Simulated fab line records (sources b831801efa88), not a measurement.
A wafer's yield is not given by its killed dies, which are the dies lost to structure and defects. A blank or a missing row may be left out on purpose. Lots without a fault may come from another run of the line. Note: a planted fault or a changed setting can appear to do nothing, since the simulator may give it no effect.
What tool caused it? -- flow gf180mcu -- 40 wafers from 14 lots sampled at 5 of the route's 602 steps

== WHAT THE GAUGES READ, wafer by wafer ==
GF_POLY_GATE_OVL_MEAS_11. Usual: for POLY_GATE_OVL the level is 2 nm and the standard deviation is 4.
lot,measured,on,POLY_GATE_OVL (nm),flag
L721,day 9 07:08,overlay-01,8 2,
L723,day 9 19:35,overlay-01,-3 1 5,
L725,day 10 11:35,overlay-01,0 5 6,
L726,day 10 17:14,overlay-01,0 -1 -2,
L727,day 10 23:47,overlay-02,4 5 0,
L728,day 11 08:56,overlay-02,-4 -6 -4,
L730,day 11 20:26,overlay-02,5 9 1,
L731,day 12 06:26,overlay-02,-2 7 0,
L732,day 12 14:14,overlay-01,0 1 1,
L733,day 12 20:53,overlay-02,7 8 -3,
L734,day 13 01:02,overlay-02,9 2 8,
L735,day 13 09:59,overlay-01,1 2 -1,
L743,day 15 19:06,overlay-02,2 5,
L744,day 16 01:26,overlay-01,-1 -7 6,

GF_HV_LDD_CD_MEAS_19: target cd 400 nm. Usual: 399.6 nm for cd-nm, sd 2.5.
lot,measured,on,cd-nm (nm),flag
L721,day 10 21:10,cd-sem-02,400.7 401.0,
L723,day 11 12:01,cd-sem-01,397.0 399.0 399.0,
L725,day 12 01:25,cd-sem-01,403.2 401.1 401.2,
L726,day 12 07:43,cd-sem-02,401.3 400.8 402.5,
L727,day 12 17:04,cd-sem-02,400.0 401.5 398.9,
L728,day 13 06:05,cd-sem-02,399.9 400.3 400.1,
L730,day 13 14:28,cd-sem-01,399.4 396.9 398.0,
L731,day 14 00:18,cd-sem-02,400.5 399.4 398.5,
L732,day 14 08:25,cd-sem-01,398.0 399.4 399.1,
L733,day 14 15:14,cd-sem-02,398.2 398.0 397.8,
L734,day 14 21:21,cd-sem-02,402.1 401.3 403.4,
L735,day 15 05:13,cd-sem-01,398.1 395.6 395.5,
L743,day 17 18:34,cd-sem-01,399.8 397.9,
L744,day 17 23:12,cd-sem-01,398.9 397.2 397.6,

GF_HV_LDD_CD_MEAS_46: target cd 400 nm. Usual: 399.7 nm for cd-nm, sd 1.8.
lot,measured,on,cd-nm (nm),flag
L721,day 12 11:37,cd-sem-02,398.0 396.7,
L723,day 13 03:22,cd-sem-02,403.0 398.8 399.7,
L725,day 13 17:43,cd-sem-01,402.4 401.1 404.1,
L726,day 14 00:35,cd-sem-01,398.1 397.7 397.6,
L727,day 14 10:44,cd-sem-01,398.7 397.3 396.9,
L728,day 15 00:49,cd-sem-02,397.3 397.3 396.1,
L730,day 15 08:58,cd-sem-01,399.5 398.3 399.8,
L731,day 15 20:06,cd-sem-02,401.1 398.1 398.2,
L732,day 16 04:17,cd-sem-02,403.1 400.5 401.2,
L733,day 16 11:24,cd-sem-01,399.9 400.1 399.8,
L734,day 16 17:38,cd-sem-01,398.5 399.4 396.2,
L735,day 17 01:40,cd-sem-01,403.3 401.0 400.0,
L743,day 19 18:31,cd-sem-02,400.1 401.1,
L744,day 20 00:28,cd-sem-01,396.7 398.1 397.7,

GF_HV_LDD_TW_MEAS_50. Usual: for HV_LDD_4_TW the level is 569 and the standard deviation is 4.1.
lot,measured,on,HV_LDD_4_TW,flag
L721,day 12 12:01,film-metro-03,562 563,
L723,day 13 03:45,film-metro-01,570 571 567,
L725,day 13 18:07,film-metro-01,570 569 568,
L726,day 14 00:59,film-metro-03,569 569 572,
L727,day 14 11:08,film-metro-01,570 570 565,
L728,day 15 01:13,film-metro-03,566 567 567,
L730,day 15 09:22,film-metro-02,578 578 576,
L731,day 15 20:29,film-metro-01,572 571 566,
L732,day 16 04:41,film-metro-03,567 570 571,
L733,day 16 11:49,film-metro-01,563 564 564,
L734,day 16 18:02,film-metro-03,550 550 550,OFF
L735,day 17 02:04,film-metro-01,548 551 549,OFF
L743,day 19 18:53,film-metro-02,576 575,
L744,day 20 00:51,film-metro-03,566 565 565,

== EACH LOT AND THE TOOL THAT RAN IT (in order: tool; ch and the chambers of the sampled wafers; start) ==
lot,GF_HV_LDD_IMPLANT_48
L721,"implanter-02 ch 0, day 12 11:46"
L723,"implanter-01 ch 0, day 13 03:32"
L725,"implanter-01 ch 0, day 13 17:52"
L726,"implanter-01 ch 0, day 14 00:44"
L727,"implanter-03 ch 0, day 14 10:53"
L728,"implanter-02 ch 0, day 15 00:58"
L730,"implanter-03 ch 0, day 15 09:07"
L731,"implanter-03 ch 0, day 15 20:16"
L732,"implanter-01 ch 0, day 16 04:26"
L733,"implanter-01 ch 0, day 16 11:34"
L734,"implanter-01 ch 0, day 16 17:49"
L735,"implanter-01 ch 0, day 17 01:49"
L743,"implanter-01 ch 0, day 19 18:41"
L744,"implanter-02 ch 0, day 20 00:38"
- GF_HV_LDD_IMPLANT_48

== WHAT THE TOOLS THEMSELVES READ (means of the sampled wafers that have a number; where no wafer has one, the mark that the record gives instead) ==
GF_HV_LDD_IMPLANT_48. Usual: dose-ions-cm2 3.0001e+13, standard deviation 2.9e+10; faraday-current-uA 169, standard deviation 3.5.
lot,tool,dose-ions-cm2,faraday-current-uA,flag
L721,implanter-02,2.9990e+13,168,
L723,implanter-01,3.0003e+13,172,
L725,implanter-01,3.0023e+13,168,
L726,implanter-01,3.0015e+13,168,
L727,implanter-03,3.0027e+13,170,
L728,implanter-02,3.0000e+13,170,
L730,implanter-03,2.9996e+13,169,
L731,implanter-03,2.9982e+13,171,
L732,implanter-01,2.9974e+13,166,
L733,implanter-01,2.9967e+13,170,
L734,implanter-01,2.7094e+13,154,OFF
L735,implanter-01,2.7082e+13,154,OFF
L743,implanter-01,3.0024e+13,170,
L744,implanter-02,2.9995e+13,173,

== THE ANSWER, worked out from the rows above alone ==
Rule: lot off if the mean of its wafers having a number is beyond 3 standard deviations from the usual mean. Also off: a lot with no number at a reading for which 4 or more lots have one. Any other lot the step has rows for is counted as sound. First the gauges in route order, then the tools' own readings, where a lot's mean is used as printed above. The first step at which some lot is off is used, and at that step the reading that is off furthest; a lot without a number counts as furthest.
Off: L734, L735, at GF_HV_LDD_TW_MEAS_50 (HV_LDD_4_TW).
A tool fits if, at a process step before that reading, it ran every lot that is off, and no sound lot after the first of them. The gauges at GF_HV_LDD_TW_MEAS_50 aren't tried: what is off there is off at GF_HV_LDD_IMPLANT_48 too, on other tools, and a gauge's error can't cause that. No candidate that was tried fits.

== WHAT THE SIMULATOR PUT IN ==
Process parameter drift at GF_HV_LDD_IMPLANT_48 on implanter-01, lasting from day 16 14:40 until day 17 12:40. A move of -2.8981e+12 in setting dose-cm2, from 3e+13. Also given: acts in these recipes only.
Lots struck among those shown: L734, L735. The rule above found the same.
